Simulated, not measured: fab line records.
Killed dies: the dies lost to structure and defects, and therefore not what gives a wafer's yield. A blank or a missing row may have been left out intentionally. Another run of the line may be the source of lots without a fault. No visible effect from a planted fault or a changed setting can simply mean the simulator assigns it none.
Commonality check across tools || flow gf180mcu || 33 wafers sampled across 11 lots

WHY IT WAS OPENED
2 of 11 lots carry a flag on the reading NSD_RS at GF_PSD_RS_MEAS_14. Fault-free wafers read 46.15 ohm/sq, with a standard deviation of 0.087.
Rule: a lot is flagged when every wafer of it that has a number lies more than 4 standard deviations from that mean, or none has a number. As for the other lots, they are considered sound.

{"lot": "L625", "measured": "day 14 04:40", "on": "film metro-02", "NSD_RS (ohm/sq), wafer by wafer": "46.33 46.33 46.24", "flag": ""}
{"lot": "L628", "measured": "day 15 08:19", "on": "film metro-04", "NSD_RS (ohm/sq), wafer by wafer": "46.10 46.17 46.06", "flag": ""}
{"lot": "L630", "measured": "day 16 01:51", "on": "film metro-03", "NSD_RS (ohm/sq), wafer by wafer": "46.14 46.11 46.21", "flag": ""}
{"lot": "L632", "measured": "day 16 18:01", "on": "film metro-03", "NSD_RS (ohm/sq), wafer by wafer": "46.21 46.27 46.16", "flag": ""}
{"lot": "L633", "measured": "day 17 02:10", "on": "film metro-02", "NSD_RS (ohm/sq), wafer by wafer": "46.14 45.99 46.19", "flag": ""}
{"lot": "L637", "measured": "day 18 14:16", "on": "film metro-04", "NSD_RS (ohm/sq), wafer by wafer": "49.79 49.79 49.84", "flag": "FLAGGED"}
{"lot": "L639", "measured": "day 19 10:29", "on": "film metro-03", "NSD_RS (ohm/sq), wafer by wafer": "49.85 49.70 49.81", "flag": "FLAGGED"}
{"lot": "L640", "measured": "day 19 22:07", "on": "film metro-03", "NSD_RS (ohm/sq), wafer by wafer": "46.26 46.24 46.22", "flag": ""}
{"lot": "L643", "measured": "day 20 22:00", "on": "film metro-04", "NSD_RS (ohm/sq), wafer by wafer": "46.10 46.03 46.13", "flag": ""}
{"lot": "L647", "measured": "day 22 04:26", "on": "film metro-04", "NSD_RS (ohm/sq), wafer by wafer": "46.07 46.03 46.08", "flag": ""}
{"lot": "L648", "measured": "day 22 11:08", "on": "film metro-03", "NSD_RS (ohm/sq), wafer by wafer": "46.20 46.12 46.21", "flag": ""}
On average the flagged lots' numbers are 49.80 ohm/sq, which is +3.65 ohm/sq against the usual, or +42 standard deviations.

WHICH TOOL EACH LOT WENT THROUGH
Before the reading, the record contains 3 process steps out of a 602-step route. Read each cell as the tool, then ch plus the chambers that the sampled wafers visited, then the start.
{"lot": "L625", "flag": "", "GF_HV_LDD_STRIP_10": "plasma asher-03 ch 0,1, day 10 00:17", "GF_NSD_IMPLANT_09": "implanter-03 ch 0, day 13 07:20", "GF_NSD_STRIP_11": "plasma asher-04 ch 0,1, day 13 07:37"}
{"lot": "L628", "flag": "", "GF_HV_LDD_STRIP_10": "plasma asher-03 ch 0,1, day 11 00:58", "GF_NSD_IMPLANT_09": "implanter-01 ch 0, day 14 10:21", "GF_NSD_STRIP_11": "plasma asher-01 ch 0,1, day 14 10:38"}
{"lot": "L630", "flag": "", "GF_HV_LDD_STRIP_10": "plasma asher-04 ch 0,1, day 11 16:00", "GF_NSD_IMPLANT_09": "implanter-02 ch 0, day 15 03:28", "GF_NSD_STRIP_11": "plasma asher-04 ch 0,1, day 15 03:46"}
{"lot": "L632", "flag": "", "GF_HV_LDD_STRIP_10": "plasma asher-04 ch 0,1, day 12 06:25", "GF_NSD_IMPLANT_09": "implanter-01 ch 0, day 15 19:30", "GF_NSD_STRIP_11": "plasma asher-02 ch 0,1, day 15 19:47"}
{"lot": "L633", "flag": "", "GF_HV_LDD_STRIP_10": "plasma asher-04 ch 0,1, day 12 13:26", "GF_NSD_IMPLANT_09": "implanter-02 ch 0, day 16 02:48", "GF_NSD_STRIP_11": "plasma asher-02 ch 0,1, day 16 03:05"}
{"lot": "L637", "flag": "FLAGGED", "GF_HV_LDD_STRIP_10": "plasma asher-03 ch 0,1, day 13 18:08", "GF_NSD_IMPLANT_09": "implanter-01 ch 0, day 17 13:41", "GF_NSD_STRIP_11": "plasma asher-02 ch 0,1, day 17 13:58"}
{"lot": "L639", "flag": "FLAGGED", "GF_HV_LDD_STRIP_10": "plasma asher-01 ch 0,1, day 14 11:39", "GF_NSD_IMPLANT_09": "implanter-01 ch 0, day 18 08:43", "GF_NSD_STRIP_11": "plasma asher-02 ch 0,1, day 18 09:00"}
{"lot": "L640", "flag": "", "GF_HV_LDD_STRIP_10": "plasma asher-03 ch 0,1, day 14 21:33", "GF_NSD_IMPLANT_09": "implanter-03 ch 0, day 18 20:54", "GF_NSD_STRIP_11": "plasma asher-01 ch 0,1, day 18 21:10"}
{"lot": "L643", "flag": "", "GF_HV_LDD_STRIP_10": "plasma asher-04 ch 0,1, day 15 19:16", "GF_NSD_IMPLANT_09": "implanter-03 ch 0, day 19 21:17", "GF_NSD_STRIP_11": "plasma asher-01 ch 0,1, day 19 21:34"}
{"lot": "L647", "flag": "", "GF_HV_LDD_STRIP_10": "plasma asher-04 ch 0,1, day 16 22:38", "GF_NSD_IMPLANT_09": "implanter-02 ch 0, day 21 04:08", "GF_NSD_STRIP_11": "plasma asher-02 ch 0,1, day 21 04:26"}
{"lot": "L648", "flag": "", "GF_HV_LDD_STRIP_10": "plasma asher-03 ch 0,1, day 17 04:55", "GF_NSD_IMPLANT_09": "implanter-03 ch 0, day 21 10:02", "GF_NSD_STRIP_11": "plasma asher-04 ch 0,1, day 21 10:19"}
What these steps do:
- GF_HV_LDD_STRIP_10: strips in O2/N2.
- GF_NSD_IMPLANT_09
- GF_NSD_STRIP_11: strips in O2/N2.
- GF_PSD_RS_MEAS_14: measures by four-point-probe.

FLAGGED AGAINST TOTAL, ONE TOOL AT A TIME (gauges that did the reading follow at the end)
{"step": "GF_HV_LDD_STRIP_10", "tool": "plasma asher-01", "lots run": 1, "flagged": 1, "share of the flagged lots": "some", "sound lots run after its first flagged lot": 0}
{"step": "GF_HV_LDD_STRIP_10", "tool": "plasma asher-03", "lots run": 5, "flagged": 1, "share of the flagged lots": "some", "sound lots run after its first flagged lot": "2 (L640,L648)"}
{"step": "GF_HV_LDD_STRIP_10", "tool": "plasma asher-04", "lots run": 5, "flagged": 0, "share of the flagged lots": "none", "sound lots run after its first flagged lot": "-"}
{"step": "GF_NSD_IMPLANT_09", "tool": "implanter-01", "lots run": 4, "flagged": 2, "share of the flagged lots": "all", "sound lots run after its first flagged lot": 0}
{"step": "GF_NSD_IMPLANT_09", "tool": "implanter-02", "lots run": 3, "flagged": 0, "share of the flagged lots": "none", "sound lots run after its first flagged lot": "-"}
{"step": "GF_NSD_IMPLANT_09", "tool": "implanter-03", "lots run": 4, "flagged": 0, "share of the flagged lots": "none", "sound lots run after its first flagged lot": "-"}
{"step": "GF_NSD_STRIP_11", "tool": "plasma asher-01", "lots run": 3, "flagged": 0, "share of the flagged lots": "none", "sound lots run after its first flagged lot": "-"}
{"step": "GF_NSD_STRIP_11", "tool": "plasma asher-02", "lots run": 5, "flagged": 2, "share of the flagged lots": "all", "sound lots run after its first flagged lot": "1 (L647)"}
{"step": "GF_NSD_STRIP_11", "tool": "plasma asher-04", "lots run": 3, "flagged": 0, "share of the flagged lots": "none", "sound lots run after its first flagged lot": "-"}
{"step": "GF_PSD_RS_MEAS_14", "tool": "film metro-02", "lots run": 2, "flagged": 0, "share of the flagged lots": "none", "sound lots run after its first flagged lot": "-"}
{"step": "GF_PSD_RS_MEAS_14", "tool": "film metro-03", "lots run": 5, "flagged": 1, "share of the flagged lots": "some", "sound lots run after its first flagged lot": "2 (L640,L648)"}
{"step": "GF_PSD_RS_MEAS_14", "tool": "film metro-04", "lots run": 4, "flagged": 1, "share of the flagged lots": "some", "sound lots run after its first flagged lot": "2 (L643,L647)"}

WHAT IS ALLOWED BY THE TABLE
Rows of the table that ran all the flagged lots, 2 in number: implanter-01 at GF_NSD_IMPLANT_09; plasma asher-02 at GF_NSD_STRIP_11.
- implanter-01 at GF_NSD_IMPLANT_09: 2 of its 4 lots flagged. A fault beginning between L632 (day 15 19:30), its last sound lot, and L637 (day 17 13:41), its first flagged one, fits the data. Its own readings (dose ions cm2) fall more than 4 standard deviations out on all wafers of the flagged lots.
- plasma asher-02 at GF_NSD_STRIP_11: 2 of its 5 lots flagged. Sound lots ran on it after the first flagged one (L647), which a lasting fault on the whole tool wouldn't allow. Its own readings (strip time to endpoint s) fall more than 4 standard deviations out on all wafers of the flagged lots.
What remains is a single tool, implanter-01 at GF_NSD_IMPLANT_09.

WHAT THE SIMULATOR PUT IN
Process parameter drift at GF_NSD_IMPLANT_09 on implanter-01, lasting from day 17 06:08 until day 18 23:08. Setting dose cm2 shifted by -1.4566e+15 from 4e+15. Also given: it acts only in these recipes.
Struck lots among those shown: L637, L639. Same finding as the rule above.
